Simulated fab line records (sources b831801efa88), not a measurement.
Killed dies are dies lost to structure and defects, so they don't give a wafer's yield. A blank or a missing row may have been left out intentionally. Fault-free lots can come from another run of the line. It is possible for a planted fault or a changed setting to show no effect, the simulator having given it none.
A struck lot beside a sound one :: flow sky130 :: 16 steps out of a route of 708
Sound: wafers L590.2, L590.4, L590.6. Wafers L601.2, L601.3, L601.5 were the ones struck. The cause is given at the end.
For every step that has rows: the tool of each side, followed by ch and its chambers, followed by its first start. Under that, the readings that differ: sound wafers :: struck wafers :: difference of the means :: sigmas: that difference in standard deviations of wafers without a fault.
alike: same words and numbers on both sides, and readings whose means sit less than 2 such deviations apart. not compared: any withheld reading, any reading some wafer has no value for, any bound like >300 that may hide the same value, and any number with overlapping values for which the record gives no deviation.
A row with sigmas, a row that says differs or no value, or rows on one side alone: a step with any of these is where the two part. Numbers that don't overlap but have no deviation are shown without sigmas and don't part them. A reading missing from all wafers of one side parts the sides only when that side holds two or more wafers.

first, 7 steps without rows for these wafers: SKY_METAL3_HMDS_06 (prime time 60 s); SKY_METAL3_COAT_07 (resist thk 60 nm); SKY_METAL3_COAT_08 (resist thk 1140 nm); SKY_METAL3_SOFTBAKE_09 (time 90 s); SKY_METAL3_EXPOSE_10 (exposes mask MM3, target cd 300 nm); SKY_METAL3_PEB_11; SKY_METAL3_DEVELOP_12 (develop time 60 s).
SKY_METAL3_CD_MEAS_13: target cd 300 nm.
  sound on cd-sem-02 at day 40 10:36; struck on cd-sem-02 at day 43 10:13
  alike: cd-nm
SKY_METAL3_OVL_MEAS_14:
  sound on overlay-01 at day 40 10:43; struck on overlay-01 at day 43 10:20
  alike: METAL3_OVL
SKY_METAL3_DESCUM_15: chemistry O2, time 8 s.
  sound on rie-metal-02 ch 0,1, day 40 10:44; struck on rie-metal-02 ch 0,1, day 43 10:22
  alike: drypump-motor-current-A, oes-product-au
  not compared: rf-hours-counter-h
SKY_METAL3_ETCH_16: etches BARC in N2/H2, stops on SiO2, time 88.2 s, target depth 60 nm.
  sound on rie-metal-02 ch 0,1, day 40 10:46; struck on rie-metal-02 ch 0,1, day 43 10:23
  alike: drypump-motor-current-A, oes-product-au, throttle-valve-pct
  not compared: rf-hours-counter-h
SKY_METAL3_ETCH_17: etches SiO2 in C4F8/O2/Ar, stops on TiN, time 3.9 s, target depth 15 nm.
  sound on rie-diel-04 ch 1,2, day 40 10:52; struck on rie-diel-01 ch 2,3, day 43 10:29
  alike: oes-product-au
SKY_METAL3_METAL_ETCH_18: etches the open film in Cl2/BCl3, stops on SiO2, target depth 845 nm, time 183.1 s.
  sound on rie-metal-01 ch 1, day 40 10:53; struck on rie-metal-03 ch 1, day 43 10:31
reading: model.KrF-thick_of_METAL3_COAT_08.thk-nm (nm)
sound: 537.8 536.4 531.5
struck: 612.8 619.1 622
difference: +82.7
sigmas: 

reading: model.METAL3.cd-nm (nm)
sound: 298.7 305.1 300.1
struck: 313.4 310.9 308.4
difference: +9.6
sigmas: 

reading: model.SiO2_of_VIA2_HDPCVD_00.thk-nm (nm)
sound: 466.4 466.8 464.7
struck: 468.9 469.5 469.9
difference: +3.5
sigmas: 
  alike: bcl3-flow-sccm, drypump-motor-current-A, mfc-cl2-sccm, oes-product-au, throttle-valve-pct
  not compared: rf-hours-counter-h
SKY_METAL3_STRIP_19: strips in O2/N2.
  sound on plasma-asher-03 ch 0,1, day 40 11:04; struck on plasma-asher-03 ch 0,1, day 43 10:41
reading: oes-product-au (a.u.)
sound: 0.515 0.509 0.498
struck: 0.537 0.534 0.546
difference: +0.032
sigmas: +5

reading: strip-time-to-endpoint-s (s)
sound: 6.65 6.62 6.58
struck: 7.39 7.46 7.47
difference: +0.82
sigmas: +10
  alike: drypump-motor-current-A
  not compared: rf-hours-counter-h
then, 1 step without rows for these wafers: SKY_METAL3_STRIP_20 (strips in post etch residue remover, time 1200 s).
-- the record jumps here: 6 days lie between the struck wafers' starts before and after (it left off in module METAL3 and takes up again in module PAD_OPEN, whose first step shown is number 708 of the route) --
SKY_PAD_OPEN_PROBE_99:
  sound on prober-01 at day 47 09:45; struck on prober-02 at day 49 20:00
reading: model.etest.met3-comb.leak-log10-a-um
sound: -12.1 -11.88 -11.92
struck: -10.54 -10.87 -9.792
difference: +1.57
sigmas: 
  not compared: model.etest.met3.width-nm, model.etest.met3.line-ohm-um

WHERE THEY PART
Only at SKY_METAL3_STRIP_19, as far as this record shows.

WHY: what the simulator had put in
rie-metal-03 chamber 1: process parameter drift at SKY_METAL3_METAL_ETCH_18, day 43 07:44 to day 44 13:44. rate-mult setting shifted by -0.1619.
